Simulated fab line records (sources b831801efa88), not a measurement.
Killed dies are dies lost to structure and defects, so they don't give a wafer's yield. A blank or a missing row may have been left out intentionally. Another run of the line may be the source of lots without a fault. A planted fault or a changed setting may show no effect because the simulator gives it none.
Comparing a struck lot with a sound one / flow sky130 / 32 out of 708 route steps
Sound: wafers L649.1, L649.4, L649.5. The struck wafers were L659.3, L659.4, L659.5. The cause comes at the end.
Order at every step that has rows: each side's tool, ch and its chambers, its first start. Under that, the readings that differ: sound wafers / struck wafers / difference of the means / sigmas: that difference in standard deviations of wafers without a fault.
alike: same words and numbers on both sides, and readings whose means sit less than 2 such deviations apart. not compared: any withheld reading, any reading some wafer has no value for, any bound like >300 that may hide the same value, and any number with overlapping values for which the record gives no deviation.
The two part at a step that has a row with sigmas, a row that says differs or no value, or rows on one side only. When numbers do not overlap yet have no deviation, they are printed without sigmas and do not part them. A reading that every wafer of one side lacks parts them only if that side has two wafers or more.

SKY_CONTACT_ETCH_18: etches Si3N4 in CHF3/O2, stops on TiN, time 39 s, target depth 75 nm.
  sound: rieDiel-01 ch 2,3; struck: rieDiel-01 ch 1,2
  alike: drypumpMotorCurrentA, oesProductAu, throttleValvePct
  not compared: rfHoursCounterH
then, 5 steps without rows for these wafers: SKY_CONTACT_STRIP_19 (strips in O2/N2); SKY_CONTACT_STRIP_20 (strips in post etch residue remover, time 1200 s); SKY_CONTACT_CLEAN_21 (cleans in IPA, time 180 s); SKY_CONTACT_CLEAN_22 (cleans in O3/DIW); SKY_CONTACT_SPUTTER_23 (material TiN, target thk 20 nm, time 80 s).
SKY_CONTACT_CVD_24: deposits W, target thk 340 nm, time 102.12 s.
  sound on cvdW-02 ch 0, day 34 04:47; struck on cvdW-02 ch 0,1, day 36 13:58
  alike: heaterPowerW
SKY_CONTACT_RS_MEAS_25: the measuring method here is four-point-probe.
  sound on filmMetro-01, day 34 04:53; struck on filmMetro-04, day 36 14:05
  alike: CONTACT_W_RS
SKY_CONTACT_THK_MEAS_26: measures by xrf.
  sound on filmMetro-01, day 34 05:01; struck on filmMetro-04, day 36 14:11
reading=CONTACT_W_THK (nm); sound=344 346 345; struck=360 349 355; difference=+10; sigmas=+2
then, 2 steps without rows for these wafers: SKY_CONTACT_CMP_27 (polishes, stops on SiO2, t overpolish 15 s, target thk 0 nm); SKY_METAL1_SPUTTER_00 (material Ti, target thk 15 nm, time 10 s).
SKY_METAL1_SPUTTER_01: material TiN, target thk 20 nm, time 16.7 s.
  sound on pvdSputter-02, day 34 05:23; struck on pvdSputter-01, day 36 14:33
  alike: throttleValvePct
SKY_METAL1_SPUTTER_02: material AlCu, target thk 250 nm, time 13.3 s.
  sound on pvdSputter-02, day 34 05:25; struck on pvdSputter-01, day 36 14:34
reading=model.AlCu_of_METAL1_SPUTTER_02.thkNm (nm); sound=247.5 247.7 245; struck=197.4 198.6 198.1; difference=-48.7; sigmas=
  alike: throttleValvePct
SKY_METAL1_SPUTTER_03: material Ti, target thk 5 nm, time 3.3 s.
  sound on pvdSputter-02, day 34 05:26; struck on pvdSputter-01, day 36 14:36
  alike: throttleValvePct
then, 1 step without rows for these wafers: SKY_METAL1_SPUTTER_04 (material TiN, target thk 70 nm, time 58.3 s).
SKY_METAL1_RS_MEAS_05: the measuring method here is four-point-probe.
  sound on filmMetro-04, day 34 05:31; struck on filmMetro-04, day 36 14:42
reading=METAL1_ALCU_RS (ohm/sq); sound=0.1281 0.1279 0.1296; struck=0.1620 0.1609 0.1617; difference=+0.0330; sigmas=+18
SKY_METAL1_THK_MEAS_06: measures by xrf.
  sound on filmMetro-04, day 34 05:38; struck on filmMetro-04, day 36 14:48
reading=METAL1_ALCU_THK (nm); sound=249 249 246; struck=198 198 200; difference=-49; sigmas=-13
then, 8 steps without rows for these wafers: SKY_METAL1_DEHYDRATE_07 (time 60 s); SKY_METAL1_HMDS_08 (prime time 60 s); SKY_METAL1_COAT_09 (resist thk 60 nm); SKY_METAL1_COAT_10 (resist thk 450 nm); SKY_METAL1_SOFTBAKE_11 (time 90 s); SKY_METAL1_EXPOSE_12 (exposes mask MM1, target cd 140 nm); SKY_METAL1_PEB_13; SKY_METAL1_DEVELOP_14 (develop time 60 s).
SKY_METAL1_CD_MEAS_15 targets a cd of 140 nm.
  sound on cdSem-02, day 35 08:08; struck on cdSem-02, day 37 16:24
  alike: cdNm
SKY_METAL1_OVL_MEAS_16:
  sound on overlay-01, day 35 08:15; struck on overlay-02, day 37 16:30
  alike: METAL1_OVL
then, 1 step without rows for these wafers: SKY_METAL1_DESCUM_17 (chemistry O2, time 8 s).
SKY_METAL1_ETCH_18: etches BARC in N2/H2, stops on SiO2, time 45.9 s, target depth 60 nm.
  sound on rieMetal-03 ch 0,1, day 35 08:19; struck on rieMetal-04 ch 0,1, day 37 16:34
  alike: drypumpMotorCurrentA, h2FlowSccm, oesProductAu, throttleValvePct
  not compared: rfHoursCounterH
SKY_METAL1_METAL_ETCH_19: etches the open film in Cl2/BCl3, stops on SiO2, target depth 360 nm, time 78 s.
  sound on rieMetal-03 ch 0,1, day 35 08:23; struck on rieMetal-04 ch 0,1, day 37 16:38
reading=oesProductAu (a.u.); sound=0.855 0.852 0.858; struck=0.811 0.817 0.817; difference=-0.040; sigmas=-7
  alike: drypumpMotorCurrentA, throttleValvePct
  not compared: rfHoursCounterH
then, 1 step without rows for these wafers: SKY_METAL1_STRIP_20 (strips in O2/N2).
-- the record jumps here: 12 days lie between the struck wafers' starts before and after (it left off in module METAL1 and takes up again in module PAD_OPEN, whose first step shown is number 708 of the route) --
SKY_PAD_OPEN_PROBE_99:
  sound on prober-02, day 47 16:16; struck on prober-02, day 49 11:11
reading=killedAtContacts; sound=20 21 23; struck=32 34 30; difference=+11; sigmas=+2
reading=model.etest.met1.lineOhmUm; sound=0.9227 0.8944 0.9137; struck=1.164 1.132 1.122; difference=+0.229; sigmas=
reading=model.etest.met1.rsOhmSq; sound=0.1307 0.129 0.1323; struck=0.1617 0.1614 0.1634; difference=+0.0315; sigmas=
  alike: defectLimitedYield, killed_at_M0_to_M3, killed_at_M4_up, killedAtFrontEnd, killedAtOther, killedDies, killedOpen, killedShort, sort_bin_3_pad_short, sort_bin_5_function, sort_bin_6_memory, sortNPass, sortYieldPct

WHERE THEY PART
Earliest at SKY_CONTACT_THK_MEAS_26; latest, in this record, at SKY_PAD_OPEN_PROBE_99.

WHY: what the simulator had put in
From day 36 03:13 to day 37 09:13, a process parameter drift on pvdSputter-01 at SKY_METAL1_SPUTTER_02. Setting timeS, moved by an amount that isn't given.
